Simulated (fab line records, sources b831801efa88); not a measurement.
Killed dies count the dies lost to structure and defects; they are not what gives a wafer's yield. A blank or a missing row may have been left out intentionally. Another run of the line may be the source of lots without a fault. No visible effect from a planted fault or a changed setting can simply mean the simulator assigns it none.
fab line records -- flow sky130
record lots=12, wafers=36, last_day=50
route steps=708 shown VT_ADJUST_NCORE@129 SONOS_ONO@182 GATE_OXIDE@188 POLY_GATE@229
lots that met no fault: from a run of the same line without faults
start_h: hours from the record's opening day to when the first of the lot's shown wafers began -- wait_h: hours from the lot's prior step to this one -- " as in the row above -- L1.1+2: a row that stands for several wafers -- - no value, or no start was given -- * or withheld: withheld -- < > ~ a bound
route shown NAME@n: NAME is a module with steps in the file, n the number in the route of the first one -- usual: mean/standard deviation of fault-free wafers -- same: alike in all rows -- chamber/n: place in a boat -- sites: the reading at each site -- _std_site: how widely they spread, as a standard deviation -- _edge_site: outer sites' mean less inner sites' -- radius_mm: how far each site lies from the wafer's centre -- mask NAME#n: copy n -- behind: the last tool/chamber to shape the wafer -- hold: reason for holding the lot/hours on hold/outcome of the hold -- device: names the non-switching transistor (n, p or np) -- end of line: the route-end tests of the same wafers -- a step given without rows: its recipe and nothing more -- killed: dies that structure and defects cost at the first sort, which is not the same as the wafer's yield -- map: a wafer's dies, x killed, . not, _ none there
set.NAME: the run value of the setting; set.NAME@STEP: its run value at that earlier step -- model.NAME: the simulator's own value behind a step, which no gauge read
a sample of lots followed through the steps of the route, with each step as a table and each wafer as a row
services: when a tool's chamber went out of use (start_h, in hours from the record's first day, below 0 if earlier), for how many hours, and the reason
## steps
# step SKY_VT_ADJUST_NCORE_STRIP_10
# recipe chemistry=O2/N2, power_w=1400, pressure_mtorr=1500, platen_temp_c=withheld, o2_flow_sccm=3000, n2_flow_sccm=300, overash_fraction=0.5
# usual drypump_motor_current_A=5.68/0.18, oes_product_au=0.715/0.0048, strip_time_to_endpoint_s=14.19/0.047
lot.wafer,tool,chamber,start_h,wait_h,drypump_motor_current_A,oes_product_au,rf_hours_counter_h,strip_time_to_endpoint_s
L609.2,plasma_asher-03,1,187.76,0.1,5.46,0.719,52,14.22
L609.3,plasma_asher-03,1,187.76,0.1,5.38,0.722,-,14.20
L609.4,plasma_asher-03,0,187.76,0.1,5.81,0.713,-,14.18
L611.1,plasma_asher-04,1,200.63,0.1,5.88,0.712,35,14.24
L611.2,plasma_asher-04,0,200.63,0.1,5.75,0.717,35,14.20
L611.4,plasma_asher-04,0,200.63,0.1,5.76,0.712,-,14.20
L612.1,plasma_asher-03,1,203.28,0.1,5.39,0.713,54,14.25
L612.2,plasma_asher-03,0,203.28,0.1,5.93,0.720,54,14.26
L612.5,plasma_asher-03,0,203.28,0.1,5.88,0.721,-,14.27
L615.1,plasma_asher-03,1,227.78,0.1,5.39,0.712,56,14.20
L615.3,plasma_asher-03,0,227.78,0.1,5.83,0.712,-,14.18
L615.6,plasma_asher-03,1,227.78,0.1,5.39,0.719,-,14.18
L618.1,plasma_asher-04,1,244.83,0.1,5.86,0.724,40,14.24
L618.2,plasma_asher-04,0,244.83,0.1,5.75,0.714,40,14.24
L618.3,plasma_asher-04,0,244.83,0.1,5.76,0.709,-,14.26
L622.3,plasma_asher-01,0,272.51,0.1,5.48,0.719,-,14.28
L622.4,plasma_asher-01,1,272.51,0.1,5.74,0.722,-,14.25
L622.6,plasma_asher-01,0,272.51,0.1,5.47,0.709,-,14.22
L623.2,plasma_asher-03,1,282.54,0.1,5.43,0.715,62,14.18
L623.4,plasma_asher-03,1,282.54,0.1,5.42,0.714,-,14.17
L623.6,plasma_asher-03,1,282.54,0.1,5.42,0.710,-,14.13
L624.4,plasma_asher-01,1,285.86,0.1,5.75,0.719,-,14.22
L624.5,plasma_asher-01,0,285.86,0.1,5.50,0.716,-,14.23
L624.6,plasma_asher-01,1,285.86,0.1,5.76,0.713,-,14.23
L625.1,plasma_asher-03,0,303.28,0.1,5.84,0.714,63,14.22
L625.5,plasma_asher-03,0,303.28,0.1,5.86,0.712,-,14.15
L625.6,plasma_asher-03,1,303.28,0.1,5.42,0.713,-,14.19
L629.1,plasma_asher-01,0,324.38,0.1,5.47,0.715,56,14.16
L629.3,plasma_asher-01,0,324.38,0.1,5.47,0.716,-,14.16
L629.4,plasma_asher-01,1,324.38,0.1,5.75,0.714,-,14.13
L631.1,plasma_asher-03,1,348.39,0.1,5.40,0.718,68,14.15
L631.2,plasma_asher-03,0,348.39,0.1,5.83,0.716,68,14.18
L631.3,plasma_asher-03,0,348.39,0.1,5.85,0.711,-,14.14
L632.3,plasma_asher-03,0,358.51,0.1,5.93,0.714,-,14.15
L632.4,plasma_asher-03,1,358.51,0.1,5.39,0.716,-,14.19
L632.6,plasma_asher-03,0,358.51,0.1,5.91,0.724,-,14.16
# step SKY_SONOS_ONO_OVL_MEAS_14
# usual SONOS_ONO_OVL=1.3/1.3
lot.wafer,tool,chamber,start_h,wait_h,SONOS_ONO_OVL[nm]
L609.2,overlay-02,-,285.95,0.1,2.8
L609.3,overlay-02,-,285.95,0.1,1.5
L609.4,overlay-02,-,285.95,0.1,1.3
L612.1,overlay-01,-,305.40,0.1,0.1
L612.2,overlay-01,-,305.40,0.1,1.2
L612.5,overlay-01,-,305.40,0.1,0.3
L611.1,overlay-02,-,305.52,0.1,0.1
L611.2,overlay-02,-,305.52,0.1,0.6
L611.4,overlay-02,-,305.52,0.1,1.4
L615.1,overlay-01,-,332.50,0.1,0.5
L615.3,overlay-01,-,332.50,0.1,0.6
L615.6,overlay-01,-,332.50,0.1,0.7
L618.1,overlay-02,-,351.39,0.1,1.0
L618.2,overlay-02,-,351.39,0.1,-0.5
L618.3,overlay-02,-,351.39,0.1,-0.6
L622.3,overlay-02,-,382.11,0.1,1.6
L622.4,overlay-02,-,382.11,0.1,2.5
L622.6,overlay-02,-,382.11,0.1,2.9
L623.2,overlay-01,-,395.95,0.1,-0.8
L623.4,overlay-01,-,395.95,0.1,1.0
L623.6,overlay-01,-,395.95,0.1,0.3
L624.4,overlay-01,-,405.47,0.1,0.6
L624.5,overlay-01,-,405.47,0.1,1.2
L624.6,overlay-01,-,405.47,0.1,0.7
L625.1,overlay-01,-,422.59,0.1,1.7
L625.5,overlay-01,-,422.59,0.1,1.8
L625.6,overlay-01,-,422.59,0.1,2.4
L629.1,overlay-01,-,443.19,0.1,1.5
L629.3,overlay-01,-,443.19,0.1,0.8
L629.4,overlay-01,-,443.19,0.1,1.4
L631.1,overlay-02,-,472.04,0.1,0.8
L631.2,overlay-02,-,472.04,0.1,3.0
L631.3,overlay-02,-,472.04,0.1,2.6
L632.3,overlay-02,-,482.60,0.1,1.4
L632.4,overlay-02,-,482.60,0.1,1.8
L632.6,overlay-02,-,482.60,0.1,-0.3
# step SKY_GATE_OXIDE_OXIDATION_01
# recipe temp_c=900, ambient=O2, stabilise_s=600, purge_s=300, target_thk_a=102.68, ox_time_s=1473
# usual ox_temp_c_max=902.6/0.61, ox_time_s=1473/0, spike_tc_lower_C=900.6/1.2
lot.wafer,tool,chamber,start_h,wait_h,ox_temp_c_max,ox_time_s,spike_tc_lower_C
L609.2,furnace-02,0,293.79,7.5,903.4,1473,899.3
L609.3,furnace-02,0,293.79,7.5,902.3,1473,899.8
L609.4,furnace-02,0,293.79,7.5,902.3,1473,902.3
L611.1,furnace-01,0,309.20,3.3,903.3,1473,901.6
L611.2,furnace-01,0,309.20,3.3,902.3,1473,901.4
L611.4,furnace-01,0,309.20,3.3,903.9,1473,902.1
L612.1,furnace-01,0,309.20,3.4,903.6,1473,902.6
L612.2,furnace-01,0,309.20,3.4,903.0,1473,901.6
L612.5,furnace-01,0,309.20,3.4,903.2,1473,902.0
L615.1,furnace-02,0,333.41,0.6,902.1,1473,899.8
L615.3,furnace-02,0,333.41,0.6,901.6,1473,900.3
L615.6,furnace-02,0,333.41,0.6,901.6,1473,900.9
L618.1,furnace-02,0,353.31,1.6,902.5,1473,899.6
L618.2,furnace-02,0,353.31,1.6,901.4,1473,903.3
L618.3,furnace-02,0,353.31,1.6,901.8,1473,900.0
L622.3,furnace-01,0,383.66,1.2,902.4,662.85,903.3
L622.4,furnace-01,0,383.66,1.2,902.3,662.85,901.3
L622.6,furnace-01,0,383.66,1.2,901.4,662.85,902.3
L623.2,furnace-02,0,396.50,0.2,903.0,1473,899.9
L623.4,furnace-02,0,396.50,0.2,902.2,1473,900.2
L623.6,furnace-02,0,396.50,0.2,902.2,1473,900.7
L624.4,furnace-02,0,405.81,0.0,902.2,1473,899.7
L624.5,furnace-02,0,405.81,0.0,902.1,1473,899.3
L624.6,furnace-02,0,405.81,0.0,902.3,1473,899.6
L625.1,furnace-01,0,423.31,0.4,902.9,662.85,901.9
L625.5,furnace-01,0,423.31,0.4,902.2,662.85,900.4
L625.6,furnace-01,0,423.31,0.4,902.9,662.85,901.4
L629.1,furnace-02,0,443.64,0.0,901.8,1473,900.9
L629.3,furnace-02,0,443.64,0.0,902.9,1473,899.1
L629.4,furnace-02,0,443.64,0.0,902.2,1473,900.0
L631.1,furnace-02,0,472.39,0.0,903.0,1473,899.8
L631.2,furnace-02,0,472.39,0.0,901.7,1473,902.4
L631.3,furnace-02,0,472.39,0.0,902.0,1473,900.9
L632.3,furnace-02,0,483.48,0.5,902.8,1473,899.4
L632.4,furnace-02,0,483.48,0.5,902.8,1473,899.4
L632.6,furnace-02,0,483.48,0.5,901.8,1473,900.1
# step SKY_GATE_OXIDE_THK_MEAS_02
# recipe reads=SiO2_of_GATE_OXIDE_OXIDATION_01
# usual GATE_OXIDE_OXIDATION_00_THK=10.18/0.26
lot.wafer,tool,chamber,start_h,wait_h,GATE_OXIDE_OXIDATION_00_THK[nm]
L609.2,film_metro-02,-,295.21,0.0,10.14
L609.3,film_metro-02,-,295.21,0.0,9.96
L609.4,film_metro-02,-,295.21,0.0,10.25
L611.1,film_metro-02,-,310.61,0.0,10.76
L611.2,film_metro-02,-,310.61,0.0,10.73
L611.4,film_metro-02,-,310.61,0.0,10.82
L612.1,film_metro-04,-,310.61,0.0,10.05
L612.2,film_metro-04,-,310.61,0.0,9.79
L612.5,film_metro-04,-,310.61,0.0,10.16
L615.1,film_metro-02,-,334.82,0.0,9.67
L615.3,film_metro-02,-,334.82,0.0,9.81
L615.6,film_metro-02,-,334.82,0.0,9.72
L618.1,film_metro-02,-,354.72,0.0,10.07
L618.2,film_metro-02,-,354.72,0.0,10.04
L618.3,film_metro-02,-,354.72,0.0,10.11
L622.3,film_metro-04,-,385.09,0.0,5.91
L622.4,film_metro-04,-,385.09,0.0,5.92
L622.6,film_metro-04,-,385.09,0.0,6.17
L623.2,film_metro-02,-,397.92,0.0,10.11
L623.4,film_metro-02,-,397.92,0.0,10.18
L623.6,film_metro-02,-,397.92,0.0,10.26
L624.4,film_metro-03,-,407.25,0.0,10.32
L624.5,film_metro-03,-,407.25,0.0,10.27
L624.6,film_metro-03,-,407.25,0.0,10.19
L625.1,film_metro-03,-,424.72,0.0,6.10
L625.5,film_metro-03,-,424.72,0.0,6.09
L625.6,film_metro-03,-,424.72,0.0,6.09
L629.1,film_metro-02,-,445.05,0.0,10.02
L629.3,film_metro-02,-,445.05,0.0,10.21
L629.4,film_metro-02,-,445.05,0.0,10.11
L631.1,film_metro-02,-,473.80,0.0,9.92
L631.2,film_metro-02,-,473.80,0.0,9.83
L631.3,film_metro-02,-,473.80,0.0,9.66
L632.3,film_metro-04,-,484.91,0.0,9.75
L632.4,film_metro-04,-,484.91,0.0,10.04
L632.6,film_metro-04,-,484.91,0.0,10.02
# step SKY_POLY_GATE_ETCH_15
# recipe chemistry=N2/H2, target=BARC, ion_energy_ev=200, source_w=500, bias_w=100, pressure_mtorr=30, n2_flow_sccm=100, h2_flow_sccm=200, stop_on=SiO2, time_s=118.5, target_depth_a=1100
# usual drypump_motor_current_A=5.7/0.45, oes_product_au=0.715/0.0042, throttle_valve_pct=13.214/0.0093
lot.wafer,tool,chamber,start_h,wait_h,drypump_motor_current_A,oes_product_au,rf_hours_counter_h,throttle_valve_pct
L609.2,rie_diel-04,0,386.13,0.0,5.8,0.712,4,13.204
L609.3,rie_diel-04,3,386.13,0.0,5.8,0.721,83,13.213
L609.4,rie_diel-04,2,386.13,0.0,5.8,0.720,43,13.205
L611.1,rie_diel-02,2,398.59,0.0,5.9,0.725,49,13.219
L611.2,rie_diel-02,3,398.59,0.0,6.1,0.719,2,13.205
L611.4,rie_diel-02,1,398.59,0.0,6.6,0.713,95,13.203
L612.1,rie_diel-02,2,400.17,0.0,5.9,0.719,49,13.229
L612.2,rie_diel-02,1,400.17,0.0,6.6,0.711,95,13.214
L612.5,rie_diel-02,2,400.17,0.0,5.8,0.720,-,13.195
L615.1,rie_diel-02,2,427.88,0.0,5.9,0.713,49,13.204
L615.3,rie_diel-02,1,427.88,0.0,6.6,0.716,96,13.218
L615.6,rie_diel-02,1,427.88,0.0,6.6,0.719,-,13.208
L618.1,rie_diel-01,2,452.14,0.0,5.3,0.715,0,13.211
L618.2,rie_diel-01,1,452.14,0.0,5.2,0.716,2,13.201
L618.3,rie_diel-01,3,452.14,0.0,5.1,0.708,10,13.220
L622.3,rie_diel-02,1,483.38,0.1,6.6,0.715,-,13.222
L622.4,rie_diel-02,2,483.38,0.1,5.9,0.716,-,13.207
L622.6,rie_diel-02,1,483.38,0.1,6.6,0.712,-,13.223
L623.2,rie_diel-04,2,501.62,0.0,5.9,0.723,46,13.206
L623.4,rie_diel-04,1,501.62,0.0,5.1,0.711,9,13.209
L623.6,rie_diel-04,0,501.62,0.0,5.8,0.714,-,13.222
L624.4,rie_diel-04,1,505.24,0.0,5.1,0.720,9,13.221
L624.5,rie_diel-04,1,505.24,0.0,5.1,0.716,-,13.204
L624.6,rie_diel-04,0,505.24,0.0,5.8,0.713,-,13.217
L625.1,rie_diel-04,1,523.47,0.0,5.1,0.715,10,13.205
L625.5,rie_diel-04,3,523.47,0.0,5.8,0.713,-,13.209
L625.6,rie_diel-04,0,523.47,0.0,5.8,0.727,-,13.204
L629.1,rie_diel-04,1,542.42,0.0,5.1,0.720,10,13.209
L629.3,rie_diel-04,2,542.42,0.0,5.9,0.716,46,13.226
L629.4,rie_diel-04,0,542.42,0.0,5.8,0.718,-,13.212
L631.1,rie_diel-02,3,569.19,0.0,6.2,0.712,4,13.205
L631.2,rie_diel-02,2,569.19,0.0,5.9,0.718,52,13.214
L631.3,rie_diel-02,1,569.19,0.0,6.6,0.717,1,13.227
L632.3,rie_diel-02,2,580.62,0.0,5.9,0.713,52,13.222
L632.4,rie_diel-02,3,580.62,0.0,6.2,0.711,5,13.216
L632.6,rie_diel-02,0,580.62,0.0,6.1,0.717,-,13.218
## services
tool,chamber,start_h,hours,kind
rie_diel-02,3,181.64,2.1,repair
furnace-02,-,194.48,3.4,pm
rie_diel-02,2,219.37,14.7,repair
rie_diel-02,3,230.72,9.8,repair
furnace-01,-,267.82,21.7,repair
rie_diel-04,-,277.70,0.5,repair
furnace-01,-,289.54,3.3,pm
furnace-01,-,292.81,5.1,pm
furnace-02,-,306.43,3.5,pm
furnace-01,-,317.87,3.6,pm
rie_diel-02,2,330.39,1.3,repair
furnace-02,-,362.98,13.6,pm
furnace-02,-,376.55,2.8,pm
rie_diel-04,-,436.82,0.5,repair
furnace-01,-,443.61,3.4,pm
rie_diel-02,3,446.20,7.8,repair
rie_diel-02,1,455.81,5.3,repair
rie_diel-02,3,472.72,31.2,repair
plasma_asher-03,-,473.34,3.1,repair
rie_diel-02,0,478.08,9.5,repair
plasma_asher-03,-,496.19,4.5,repair
furnace-02,-,531.13,4.4,pm
rie_diel-04,-,543.84,2.8,pm
rie_diel-04,-,547.48,1.2,repair
## key
first_sign step=SKY_GATE_OXIDE_OXIDATION_01, reading=ox_time_s, direction=down, sigmas=99+, usual=*, struck=*
effect step=SKY_GATE_OXIDE_THK_MEAS_02, reading=GATE_OXIDE_OXIDATION_00_THK, direction=down, sigmas=16, usual=10.18, struck=6.05
met_at SKY_GATE_OXIDE_OXIDATION_01
struck_lots L622,L625
tester_left_out L622,L625
not_acting_at SKY_VT_ADJUST_NCORE_STRIP_10,SKY_SONOS_ONO_OVL_MEAS_14,SKY_POLY_GATE_ETCH_15
onset_between 309.20 383.66
fault kind=process_parameter_drift, tool=furnace-01, chamber=-, onset_h=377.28, steps=SKY_GATE_OXIDE_OXIDATION_01, channel=ox_time_s, offset=*, shape=step, end_h=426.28, acts_in=*, stated=*
# tester_left_out: of these lots the tester's yield and bins aren't shown, on N5 and GAA mostly nor the transistor test; their killed dies are dies lost to structure and defects alone, not to doping, threshold or leakage, so they don't give the yield
